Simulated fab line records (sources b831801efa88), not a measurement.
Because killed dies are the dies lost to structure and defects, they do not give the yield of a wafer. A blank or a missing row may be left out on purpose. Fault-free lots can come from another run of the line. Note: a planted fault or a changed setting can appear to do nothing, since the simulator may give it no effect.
Tool commonality check :: flow gf180mcu :: 12 lots, 36 wafers sampled

REASON FOR OPENING
GF_STI_THK_MEAS_04, reading STI_CVD_03_THK: flagged on 2 of 12 lots. Fault-free wafers read 208.0 nm, with a standard deviation of 1.7.
Rule: a lot is flagged when every wafer of it that has a number lies more than 4 standard deviations from that mean, or none has a number. The rest of the lots are taken to be sound.

lot: L734
measured: day 1 13:34
on: film_metro-01
STI_CVD_03_THK (nm), wafer by wafer: 209.4 209.5 208.9
flag: 

lot: L735
measured: day 1 18:39
on: film_metro-02
STI_CVD_03_THK (nm), wafer by wafer: 209.9 208.5 210.0
flag: 

lot: L736
measured: day 2 00:33
on: film_metro-01
STI_CVD_03_THK (nm), wafer by wafer: 209.6 208.0 208.6
flag: 

lot: L737
measured: day 2 05:22
on: film_metro-02
STI_CVD_03_THK (nm), wafer by wafer: 209.5 209.9 211.2
flag: 

lot: L739
measured: day 2 14:34
on: film_metro-02
STI_CVD_03_THK (nm), wafer by wafer: 209.8 208.9 209.3
flag: 

lot: L740
measured: day 2 20:28
on: film_metro-01
STI_CVD_03_THK (nm), wafer by wafer: 211.3 211.4 211.6
flag: 

lot: L741
measured: day 3 01:23
on: film_metro-02
STI_CVD_03_THK (nm), wafer by wafer: 208.5 208.9 207.3
flag: 

lot: L748
measured: day 4 11:35
on: film_metro-04
STI_CVD_03_THK (nm), wafer by wafer: 222.1 222.8 222.4
flag: FLAGGED

lot: L750
measured: day 4 22:49
on: film_metro-02
STI_CVD_03_THK (nm), wafer by wafer: 221.2 220.2 221.2
flag: FLAGGED

lot: L751
measured: day 5 02:34
on: film_metro-04
STI_CVD_03_THK (nm), wafer by wafer: 205.8 205.7 206.1
flag: 

lot: L752
measured: day 5 09:07
on: film_metro-04
STI_CVD_03_THK (nm), wafer by wafer: 206.6 205.8 205.6
flag: 

lot: L757
measured: day 6 08:43
on: film_metro-02
STI_CVD_03_THK (nm), wafer by wafer: 210.3 207.7 209.1
flag: 
Average over the flagged lots: 221.7 nm; offset from the usual +13.7 nm, equal to +8 standard deviations.

LOT BY LOT: THE TOOL USED
The record holds 1 process step before the reading, out of a route of 602 steps. In each cell: the tool, then ch and the chambers that the sampled wafers went through, then the start.
lot: L734
flag: 
GF_STI_CVD_03: lpcvd-02 ch 0, day 1 11:34

lot: L735
flag: 
GF_STI_CVD_03: lpcvd-02 ch 1, day 1 16:40

lot: L736
flag: 
GF_STI_CVD_03: lpcvd-01 ch 1, day 1 21:34

lot: L737
flag: 
GF_STI_CVD_03: lpcvd-01 ch 0, day 2 03:23

lot: L739
flag: 
GF_STI_CVD_03: lpcvd-02 ch 1, day 2 12:34

lot: L740
flag: 
GF_STI_CVD_03: lpcvd-01 ch 1, day 2 18:28

lot: L741
flag: 
GF_STI_CVD_03: lpcvd-02 ch 0, day 2 23:24

lot: L748
flag: FLAGGED
GF_STI_CVD_03: lpcvd-02 ch 1, day 4 09:34

lot: L750
flag: FLAGGED
GF_STI_CVD_03: lpcvd-02 ch 0, day 4 20:49

lot: L751
flag: 
GF_STI_CVD_03: lpcvd-01 ch 1, day 5 00:34

lot: L752
flag: 
GF_STI_CVD_03: lpcvd-01 ch 0, day 5 07:07

lot: L757
flag: 
GF_STI_CVD_03: lpcvd-01 ch 1, day 6 06:44
These steps, and what they do:
- GF_STI_CVD_03: deposits Si3N4 from DCS/NH3, target thk 207.16 nm, time 3551 s.
- GF_STI_THK_MEAS_04

FLAGGED AGAINST TOTAL, ONE TOOL AT A TIME (gauges that did the reading follow at the end)
step: GF_STI_CVD_03
tool: lpcvd-01
lots run: 6
flagged: 0
share of the flagged lots: none
sound lots run after its first flagged lot: -

step: GF_STI_CVD_03
tool: lpcvd-02
lots run: 6
flagged: 2
share of the flagged lots: all
sound lots run after its first flagged lot: 0

step: GF_STI_THK_MEAS_04
tool: film_metro-01
lots run: 3
flagged: 0
share of the flagged lots: none
sound lots run after its first flagged lot: -

step: GF_STI_THK_MEAS_04
tool: film_metro-02
lots run: 6
flagged: 1
share of the flagged lots: some
sound lots run after its first flagged lot: 1 (L757)

step: GF_STI_THK_MEAS_04
tool: film_metro-04
lots run: 3
flagged: 1
share of the flagged lots: some
sound lots run after its first flagged lot: 2 (L751,L752)

WHAT THE TABLE PERMITS
1 row of the table ran every flagged lot: lpcvd-02 at GF_STI_CVD_03.
- lpcvd-02 at GF_STI_CVD_03 ran 6 lots, 2 of them flagged. Its last sound lot is L741 (day 2 23:24), its first flagged lot L748 (day 4 09:34): a fault that began between those two fits.
Left over: one tool, lpcvd-02 at GF_STI_CVD_03.

WHAT WAS PUT IN BY THE SIMULATOR
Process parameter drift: lpcvd-02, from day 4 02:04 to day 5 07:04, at GF_STI_CVD_03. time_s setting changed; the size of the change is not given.
Struck lots among those shown: L748, L750. The same result came from the rule above.
